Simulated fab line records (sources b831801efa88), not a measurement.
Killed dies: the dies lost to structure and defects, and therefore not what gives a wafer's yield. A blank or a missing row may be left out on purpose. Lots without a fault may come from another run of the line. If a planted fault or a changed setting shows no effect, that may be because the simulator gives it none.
Chamber matching    flow gf180mcu    GF_V3_ETCH_17 on rie-diel-03: 4 sister chambers
The step etches SiO2 in C4F8/O2/Ar, stops on TiN, target depth 635 nm. 4 wafers are shown with their chamber, then 6 later ones without.

WAFERS PAIRED WITH THEIR CHAMBERS
wafer   chamber  bias-w (W)
L638.2  3        1203
L638.3  2        1204
L639.1  0        1195
L639.5  1        1198

WAFERS WITH NO CHAMBER GIVEN
wafer   bias-w (W)
L639.6  1192
L641.1  1201
L641.2  1204
L641.6  1207
L644.5  1196
L644.6  1202

CHAMBER TAKEN BY EACH
wafer   from the rows above           in truth
L639.6  can't be placed: 0 or 1       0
L641.1  can't be placed: 3 or 1 or 2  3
L641.2  can't be placed: 2 or 3       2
L641.6  can't be placed: 2 or 3       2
L644.5  can't be placed: 0 or 1       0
L644.6  can't be placed: 3 or 2 or 1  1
Correctly placed: 0 of 6. Unplaceable from these rows: 6, with the true chamber sitting among the candidates in 6. Wrongly placed: 0.
How it was worked out, from the rows above alone: a wafer's distance from a chamber is the root of the sum, over the readings, of the square of ((its reading less the chamber's mean) divided by the reading's scatter). If the next closest chamber is less than 2 further off than the closest, the wafer can't be placed; otherwise it belongs to the closest. A chamber's mean is the mean of its shown wafers. The scatter: with one shown wafer a chamber, the root of the mean of the squares of how far each hidden wafer lies from its nearest shown one.
